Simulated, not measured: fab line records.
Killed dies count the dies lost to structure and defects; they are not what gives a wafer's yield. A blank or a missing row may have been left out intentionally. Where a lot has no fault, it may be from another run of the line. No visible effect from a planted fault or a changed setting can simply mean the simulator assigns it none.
fab line records	flow sky130
[record] lots = 6	wafers = 18	lastDay = 50
route steps=708 shown SONOS_ONO@171 PAD_OPEN@708
lots that met no fault: from a run of the same line without faults
startH: start of the lot's first displayed wafer, in hours after the record's first day	waitH: hours since the lot's step before	" same as the row above	L1.1+2: a row that stands for several wafers	- value missing, or start not given	* or withheld: withheld	< > ~ a bound
route shown NAME@n: a module of which the file shows steps, and the number in the route of the first	usual: mean and standard deviation over wafers with no fault	same: alike in all rows	chamber/n: place in a boat	sites: readings site by site	_std_site: standard deviation of those values	_edge_site: the outer-site mean with the inner-site mean subtracted	radiusMm: for every site, how far away it sits from the centre of the wafer	mask NAME#n: copy n	behind: the most recent tool/chamber to have shaped the wafer	hold: the reason the lot was held/the length of the hold in hours/how it ended	device: which transistor (n, p or np) failed to switch	end of line: at the end of the route, the tests of the same wafers	a step without rows: its recipe alone	killed: not the wafer's yield, but the dies lost to structure and defects at the first sort	map: a wafer's dies, x killed, . not, _ none there
set.NAME: the setting that was run; set.NAME@STEP: the one run at that earlier step	model.NAME: the simulator's own value behind a step, which no gauge read
lots at some steps of the route; a table a step, a row a wafer
services: a tool's chamber out of use, with start hour (startH, from the record's first day; less than 0 if before it), hours out, and reason
[[steps]]
[step SKY_SONOS_ONO_THK_MEAS_03]
[recipe] reads = Si3N4_of_SONOS_ONO_CVD_02
[usual] SONOS_ONO_CVD_02_THK = 10.45/0.13
lot.wafer	tool	chamber	startH	waitH	SONOS_ONO_CVD_02_THK[nm]
L225.2	filmMetro-01	-	261.21	0.0	10.62
L225.4	"	-	"	"	10.48
L225.6	"	-	"	"	10.51
L227.1	filmMetro-01	-	275.03	0.0	10.40
L227.5	"	-	"	"	10.41
L227.6	"	-	"	"	10.35
L241.3	filmMetro-03	-	376.01	0.0	10.66
L241.4	"	-	"	"	10.47
L241.6	"	-	"	"	10.50
L242.1	filmMetro-01	-	391.19	0.0	10.56
L242.3	"	-	"	"	10.60
L242.4	"	-	"	"	10.56
L243.2	filmMetro-02	-	391.20	0.0	10.33
L243.5	"	-	"	"	10.51
L243.6	"	-	"	"	10.57
L248.1	filmMetro-01	-	437.93	0.0	10.27
L248.3	"	-	"	"	10.23
L248.5	"	-	"	"	10.16
[step SKY_SONOS_ONO_CVD_04]
[recipe] material = SiO2	precursor = SiH4/N2O	targetThkNm = 5.7199	tempC = 900	pressureMtorr = 400
[step SKY_SONOS_ONO_THK_MEAS_05]
[recipe] reads = SiO2_of_SONOS_ONO_CVD_04
[usual] SONOS_ONO_CVD_04_THK = 5.72/0.1
lot.wafer	tool	chamber	startH	waitH	SONOS_ONO_CVD_04_THK[nm]
L225.2	filmMetro-01	-	262.52	0.0	5.80
L225.4	"	-	"	"	5.76
L225.6	"	-	"	"	5.77
L227.1	filmMetro-02	-	276.34	0.0	5.87
L227.5	"	-	"	"	5.84
L227.6	"	-	"	"	5.81
L241.3	filmMetro-01	-	378.57	0.0	5.66
L241.4	"	-	"	"	5.74
L241.6	"	-	"	"	5.73
L242.1	filmMetro-02	-	392.50	0.0	5.65
L242.3	"	-	"	"	5.65
L242.4	"	-	"	"	5.57
L243.2	filmMetro-03	-	392.53	0.0	5.77
L243.5	"	-	"	"	5.75
L243.6	"	-	"	"	5.90
L248.1	filmMetro-01	-	439.87	0.0	5.81
L248.3	"	-	"	"	5.87
L248.5	"	-	"	"	5.75
[step SKY_SONOS_ONO_DEHYDRATE_06]
[recipe] tempC = 200	timeS = 60
[step SKY_SONOS_ONO_HMDS_07]
[recipe] primeTimeS = 60	primeTempC = 120
[step SKY_SONOS_ONO_COAT_08]
[recipe] resist = NOVOLAK	spinRpm = 3000	resistThkNm = 1140
[step SKY_SONOS_ONO_SOFTBAKE_09]
[recipe] tempC = 90	timeS = 60	resist = NOVOLAK
[step SKY_SONOS_ONO_EXPOSE_10]
[recipe] maskId = ONOM	targetCdNm = 410	na = 0.6	sourceShape = conventional	sigmaOuter = 0.6	doseMj = 150
[step SKY_SONOS_ONO_PEB_11]
[recipe] tempC = withheld	timeS = *	resist = NOVOLAK
[step SKY_SONOS_ONO_DEVELOP_12]
[recipe] developTimeS = 60	devTempC = 23
[step SKY_SONOS_ONO_CD_MEAS_13]
[recipe] targetCdNm = 410
[usual] cdNm = 410.1/2
lot.wafer	tool	chamber	startH	waitH	cdNm
L225.2	cdSem-02	-	286.30	0.2	409.1
L225.4	"	-	"	"	411.5
L225.6	"	-	"	"	412.8
L227.1	cdSem-01	-	299.93	0.1	409.1
L227.5	"	-	"	"	409.9
L227.6	"	-	"	"	411.0
L241.3	cdSem-01	-	407.26	0.1	409.4
L241.4	"	-	"	"	411.3
L241.6	"	-	"	"	410.3
L242.1	cdSem-01	-	420.73	0.1	408.6
L242.3	"	-	"	"	406.5
L242.4	"	-	"	"	409.3
L243.2	cdSem-02	-	421.05	0.1	406.9
L243.5	"	-	"	"	406.1
L243.6	"	-	"	"	403.8
L248.1	cdSem-02	-	470.96	0.1	410.0
L248.3	"	-	"	"	409.2
L248.5	"	-	"	"	412.0
[step SKY_SONOS_ONO_OVL_MEAS_14]
[usual] SONOS_ONO_OVL = 0.0/1.4
lot.wafer	tool	chamber	startH	waitH	SONOS_ONO_OVL[nm]
L225.2	overlay-02	-	286.41	0.1	-1.2
L225.4	"	-	"	"	-1.4
L225.6	"	-	"	"	-1.1
L227.1	overlay-02	-	300.05	0.1	-1.0
L227.5	"	-	"	"	1.0
L227.6	"	-	"	"	1.1
L241.3	overlay-02	-	407.35	0.1	2.6
L241.4	"	-	"	"	2.8
L241.6	"	-	"	"	0.3
L242.1	overlay-02	-	420.85	0.1	-0.7
L242.3	"	-	"	"	-0.3
L242.4	"	-	"	"	-0.7
L243.2	overlay-01	-	421.16	0.1	0.1
L243.5	"	-	"	"	0.6
L243.6	"	-	"	"	0.3
L248.1	overlay-02	-	471.08	0.1	1.0
L248.3	"	-	"	"	-0.8
L248.5	"	-	"	"	-0.1
[step SKY_SONOS_ONO_ETCH_15]
[recipe] targetDepthNm = 19.52	chemistry = CHF3/O2	sourceW = 600	biasW = 200	pressureMtorr = 40	chf3FlowSccm = 50	O2_flow_sccm = 5	timeS = 7.8
[usual] O2_flow_sccm = 4.997/0.014	drypumpMotorCurrentA = 5.8/0.47	oesProductAu = 0.998/0.0099	throttleValvePct = 8.824/0.0089
lot.wafer	tool	chamber	startH	waitH	O2_flow_sccm	drypumpMotorCurrentA	oesProductAu	rfHoursCounterH	throttleValvePct	model.etch.depthNm	model.SONOS_ONO.featureDepthNm	model.NOVOLAK_of_SONOS_ONO_COAT_08.thkNm
L225.2	rieDiel-02	0	286.44	0.0	5.001	6.2	0.992	49	8.815	19.14	19.14	1122
L225.4	"	3	"	"	4.999	6.3	1.006	50	8.825	19.63	19.63	1120
L225.6	"	3	"	"	5.010	6.3	0.998	-	8.826	19.46	19.46	1123
L227.1	rieDiel-04	1	300.09	0.0	4.987	5.5	0.989	114	8.817	19.34	19.34	1128
L227.5	"	0	"	"	4.988	5.8	1.011	-	8.832	19.87	19.87	1123
L227.6	"	3	"	"	5.006	5.7	1.000	-	8.830	19.27	19.27	1126
L241.3	rieDiel-03	0	407.38	0.0	5.024	5.7	0.993	16	8.833	10.74	10.74	1132
L241.4	"	2	"	"	5.001	5.4	0.987	4	8.822	10.71	10.71	1133
L241.6	"	0	"	"	5.018	5.7	0.996	-	8.826	10.73	10.73	1132
L242.1	rieDiel-03	3	420.89	0.0	4.976	5.8	1.007	11	8.837	11.03	11.03	1126
L242.3	"	1	"	"	5.003	5.6	0.988	12	8.829	10.65	10.65	1125
L242.4	"	2	"	"	5.018	5.4	0.992	4	8.809	10.82	10.82	1128
L243.2	rieDiel-04	1	421.19	0.0	4.993	5.4	1.005	1	8.819	19.53	19.53	1117
L243.5	"	3	"	"	5.027	5.7	0.994	-	8.813	19.29	19.29	1120
L243.6	"	0	"	"	4.992	5.9	1.002	-	8.842	19.54	19.54	1119
L248.1	rieDiel-04	1	471.12	0.0	5.012	5.4	0.994	2	8.830	19.5	19.5	1124
L248.3	"	2	"	"	5.018	6.3	0.999	43	8.823	19.57	19.57	1122
L248.5	"	3	"	"	4.988	5.7	0.993	-	8.812	19.28	19.28	1124
[step SKY_SONOS_ONO_WET_ETCH_16]
[recipe] chemistry = dHF	targetDepthNm = 14	dry = n2Spin	target = SiO2	dilution = 100:1	tempC = 26.11	timeS = 280
[step SKY_PAD_OPEN_PROBE_99]
[usual] killed_at_M0_to_M3 = 42/6.6	killed_at_M4_up = 3.0/1.7	killedAtContacts = 24/5.3	killedAtFrontEnd = 15/4.5	killedAtOther = 0.2/0.49	killedDies = 83/9	killedOnRim = 16/4	killedOpen = 45/6.9	killedShort = 38/5.8
[same] grossDies = 492	killedAtBackSide = 0
lot.wafer	tool	chamber	startH	waitH	killed_at_M0_to_M3	killed_at_M4_up	killedAtContacts	killedAtFrontEnd	killedAtOther	killedDies	killedOnRim	killedOpen	killedShort	model.etest.nfet_16v.rOnOhmUm	model.etest.pfet_16v.rOnOhmUm	model.etest.pfetG5v0d10v5.rOnOhmUm	model.etest.nfetG5v0d10v5.rOnOhmUm	model.etest.nfetG5v0d10v5.driveUaUm	model.etest.tipSonos.rsOhmSq	model.etest.nfet_05v0_nvt.driveUaUm	model.etest.nfet_16v.driveUaUm
L227.1	prober-02	-	1111.03	0.1	49	2	20	13	0	84	15	44	39	1.398e+04	1.512e+04	4699	1871	618.8	2590	582	227.8
L227.5	prober-02	-	1111.23	0.2	38	4	21	9	0	72	14	39	33	1.389e+04	1.496e+04	4718	1863	618.1	2597	583.9	229.7
L227.6	prober-02	-	1111.28	0.2	37	1	27	19	0	84	20	50	34	1.385e+04	1.499e+04	4731	1854	621.8	2591	587.9	230.3
L225.2	prober-02	-	1114.81	0.1	34	0	23	24	0	81	14	43	38	1.398e+04	1.565e+04	4686	1862	619	2735	590.5	225
L225.4	prober-02	-	1114.91	0.2	43	3	31	15	0	92	16	52	40	1.394e+04	1.514e+04	4614	1846	620.4	2694	586.7	228.4
L225.6	prober-02	-	1115.01	0.2	35	0	19	21	1	76	16	41	35	1.402e+04	1.557e+04	4640	1866	615.9	2728	585.1	227
L241.3	prober-01	-	1168.54	0.2	54	3	34	22	0	113	24	65	48	1.77e+04	1.63e+04	5368	2416	399.6	2826	420.7	134.1
L241.4	prober-01	-	1168.59	0.2	50	2	29	21	1	103	18	63	40	1.749e+04	1.614e+04	5386	2430	403.4	2838	429.4	134.2
L241.6	prober-01	-	1168.69	0.2	42	2	27	13	1	85	17	45	39	1.771e+04	1.641e+04	5381	2405	402.8	2773	425.1	132.2
L243.2	prober-01	-	1172.29	0.1	46	1	23	11	2	83	11	41	42	1.405e+04	1.505e+04	4720	1874	608	2608	579.4	224.7
L243.5	prober-01	-	1172.44	0.2	39	4	21	17	0	81	13	43	37	1.414e+04	1.573e+04	4705	1868	613.9	2611	580.6	223.7
L243.6	prober-01	-	1172.49	0.2	54	2	16	13	1	86	13	40	46	1.393e+04	1.528e+04	4727	1870	613.1	2608	577.5	224.2
L242.1	prober-02	-	1172.65	0.1	47	4	20	14	0	85	9	42	43	1.789e+04	1.591e+04	5426	2454	391.5	2895	416.5	130.6
L242.3	prober-02	-	1172.75	0.2	42	4	20	9	0	75	11	45	30	1.808e+04	1.602e+04	5456	2462	391.6	2987	415	129.9
L242.4	prober-02	-	1172.80	0.2	42	3	32	18	0	95	16	58	37	1.818e+04	1.608e+04	5437	2484	387.9	2952	415	128.2
L248.1	prober-02	-	1195.91	0.1	38	2	29	18	0	87	16	52	34	1.445e+04	1.555e+04	4761	1890	592.9	2760	559.3	213.7
L248.3	prober-02	-	1196.01	0.2	39	4	23	17	0	83	19	46	37	1.473e+04	1.548e+04	4843	1927	586.5	2745	557.9	213
L248.5	prober-02	-	1196.11	0.2	38	5	24	20	0	87	18	44	43	1.458e+04	1.545e+04	4725	1879	593.1	2715	562.1	213.9
// killed by level:class
L227.1 METAL2:geometricParticle:short=10 VIA2:geometricParticle:open=10 CONTACT:geometricParticle:open=9 VIA3:geometricParticle:open=8 LOCAL_INTERCONNECT:geometricParticle:short=6 METAL3:geometricParticle:short=6 METAL1:geometricParticle:short=5 LI_CONTACT:geometricParticle:open=4
L227.5 METAL2:geometricParticle:short=11 LI_CONTACT:geometricParticle:open=8 CONTACT:geometricParticle:open=6 VIA2:geometricParticle:open=5 SPACER:geometricParticle:open=4 LOCAL_INTERCONNECT:geometricParticle:short=4 METAL1:geometricParticle:short=4 VIA1:geometricParticle:open=4
L227.6 LI_CONTACT:geometricParticle:open=10 METAL1:geometricParticle:short=9 CONTACT:geometricParticle:open=8 VIA1:geometricParticle:open=6 FIELD_ISO:geometricParticle:short=5 POLY_GATE:geometricParticle:open=5 VIA2:geometricParticle:open=5 VIA3:geometricParticle:open=5
L225.2 CONTACT:geometricParticle:open=9 VIA2:geometricParticle:open=8 FIELD_ISO:geometricParticle:short=7 METAL1:geometricParticle:short=7 POLY_GATE:geometricParticle:short=6 FIELD_ISO:geometricParticle:open=5 CONTACT:geometricParticle:short=5 VIA3:geometricParticle:open=5
L225.4 CONTACT:geometricParticle:open=12 VIA1:geometricParticle:open=8 LOCAL_INTERCONNECT:geometricParticle:short=8 METAL1:geometricParticle:short=7 VIA2:geometricParticle:short=6 LI_CONTACT:geometricParticle:open=6 VIA2:geometricParticle:open=6 FIELD_ISO:geometricParticle:open=5
L225.6 VIA2:geometricParticle:open=9 CONTACT:geometricParticle:open=8 VIA1:geometricParticle:open=8 POLY_GATE:geometricParticle:short=7 FIELD_ISO:geometricParticle:short=4 POLY_GATE:geometricParticle:open=4 LI_CONTACT:geometricParticle:open=4 METAL1:geometricParticle:short=4
L241.3 LI_CONTACT:geometricParticle:open=16 VIA1:geometricParticle:open=11 VIA2:geometricParticle:open=10 METAL2:geometricParticle:short=10 POLY_GATE:geometricParticle:open=7 CONTACT:geometricParticle:open=7 METAL1:geometricParticle:short=7 POLY_GATE:geometricParticle:short=6
L241.4 CONTACT:geometricParticle:open=18 VIA1:geometricParticle:open=14 METAL2:geometricParticle:short=8 METAL1:geometricParticle:short=7 VIA3:geometricParticle:open=7 FIELD_ISO:geometricParticle:open=5 POLY_GATE:geometricParticle:open=5 POLY_GATE:geometricParticle:short=4
L241.6 LI_CONTACT:geometricParticle:open=9 CONTACT:geometricParticle:open=9 METAL1:geometricParticle:short=8 VIA2:geometricParticle:open=8 VIA1:geometricParticle:open=7 CONTACT:geometricParticle:short=6 VIA1:geometricParticle:short=5 METAL3:geometricParticle:short=5
L243.2 VIA1:geometricParticle:open=9 CONTACT:geometricParticle:open=7 METAL1:geometricParticle:short=7 LI_CONTACT:geometricParticle:open=6 LOCAL_INTERCONNECT:geometricParticle:short=6 METAL2:geometricParticle:short=6 VIA3:geometricParticle:short=5 VIA3:geometricParticle:open=5
L243.5 VIA1:geometricParticle:open=10 LI_CONTACT:geometricParticle:open=6 VIA3:geometricParticle:open=6 FIELD_ISO:geometricParticle:short=5 POLY_GATE:geometricParticle:open=5 LOCAL_INTERCONNECT:geometricParticle:short=5 CONTACT:geometricParticle:open=5 VIA1:geometricParticle:short=5
L243.6 VIA1:geometricParticle:open=13 METAL1:geometricParticle:short=9 METAL2:geometricParticle:short=8 VIA1:geometricParticle:short=8 VIA2:geometricParticle:open=6 CONTACT:geometricParticle:open=5 LI_CONTACT:geometricParticle:open=4 POLY_GATE:geometricParticle:open=3
L242.1 VIA1:geometricParticle:open=10 METAL2:geometricParticle:short=8 VIA2:geometricParticle:open=7 LI_CONTACT:geometricParticle:open=6 LOCAL_INTERCONNECT:geometricParticle:short=5 VIA1:geometricParticle:short=5 POLY_GATE:geometricParticle:short=4 CONTACT:geometricParticle:open=4
L242.3 LI_CONTACT:geometricParticle:open=8 CONTACT:geometricParticle:open=8 VIA1:geometricParticle:open=8 VIA2:geometricParticle:open=5 VIA3:geometricParticle:open=5 METAL1:geometricParticle:short=4 METAL2:geometricParticle:short=4 FIELD_ISO:geometricParticle:short=3
L242.4 CONTACT:geometricParticle:open=11 VIA1:geometricParticle:open=10 VIA2:geometricParticle:open=10 LI_CONTACT:geometricParticle:open=8 FIELD_ISO:geometricParticle:short=5 LOCAL_INTERCONNECT:geometricParticle:short=5 FIELD_ISO:geometricParticle:open=4 LI_CONTACT:geometricParticle:short=4
L248.1 LI_CONTACT:geometricParticle:open=12 CONTACT:geometricParticle:open=9 VIA1:geometricParticle:open=9 FIELD_ISO:geometricParticle:open=7 VIA3:geometricParticle:open=7 VIA1:geometricParticle:short=6 FIELD_ISO:geometricParticle:short=5 LOCAL_INTERCONNECT:geometricParticle:short=4
L248.3 VIA2:geometricParticle:open=10 FIELD_ISO:geometricParticle:short=8 VIA1:geometricParticle:open=8 FIELD_ISO:geometricParticle:open=7 CONTACT:geometricParticle:short=6 CONTACT:geometricParticle:open=6 VIA3:geometricParticle:open=6 LI_CONTACT:geometricParticle:open=5
L248.5 LI_CONTACT:geometricParticle:open=11 VIA3:geometricParticle:open=9 METAL2:geometricParticle:short=9 FIELD_ISO:geometricParticle:short=7 FIELD_ISO:geometricParticle:open=6 VIA1:geometricParticle:open=6 LOCAL_INTERCONNECT:geometricParticle:short=5 METAL4:geometricParticle:short=5
[[services]]
tool	chamber	startH	hours	kind
rieDiel-04	3	281.23	6.4	repair
rieDiel-03	2	287.25	5.6	repair
rieDiel-04	2	291.55	2.7	repair
rieDiel-02	0	305.22	3.9	repair
rieDiel-04	2	313.31	14.9	repair
rieDiel-04	0	348.14	4.9	repair
rieDiel-04	1	363.10	-	clean
rieDiel-04	1	363.10	20.3	scheduledDown
rieDiel-04	1	363.10	20.3	ventCycle
rieDiel-02	2	380.23	3.6	repair
rieDiel-04	3	386.34	8.9	repair
rieDiel-02	3	389.88	11.8	repair
rieDiel-03	-	402.97	0.5	repair
rieDiel-02	2	405.36	-	clean
rieDiel-02	2	405.36	22.8	scheduledDown
rieDiel-02	2	405.36	22.8	ventCycle
rieDiel-02	3	437.05	1.4	repair
rieDiel-04	2	443.44	5.8	repair
rieDiel-04	0	461.20	12.0	repair
[[key]]
firstSign none at tools or gauges
[modelEffect] step = SKY_SONOS_ONO_ETCH_15	value = etch.depthNm	without = 19.38	struck = 10.78
[modelEffect] step = SKY_PAD_OPEN_PROBE_99	value = etest.nfet_16v.rOnOhmUm	without = 1.416e+04	struck = 1.784e+04
metAt SKY_SONOS_ONO_ETCH_15
struckWafers L241.3,L241.4,L241.6,L242.1,L242.3,L242.4
testerLeftOut L241,L242
[fault] kind = processParameterDrift	tool = rieDiel-03	chamber = -	onsetH = 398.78	steps = SKY_SONOS_ONO_ETCH_15	channel = timeS	offset = *	shape = step	endH = 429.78	actsIn = *	stated = *
// testerLeftOut: of these lots the tester's yield and bins aren't shown, on N5 and GAA mostly nor the transistor test; their killed dies are dies lost to structure and defects alone, not to doping, threshold or leakage, so they don't give the yield
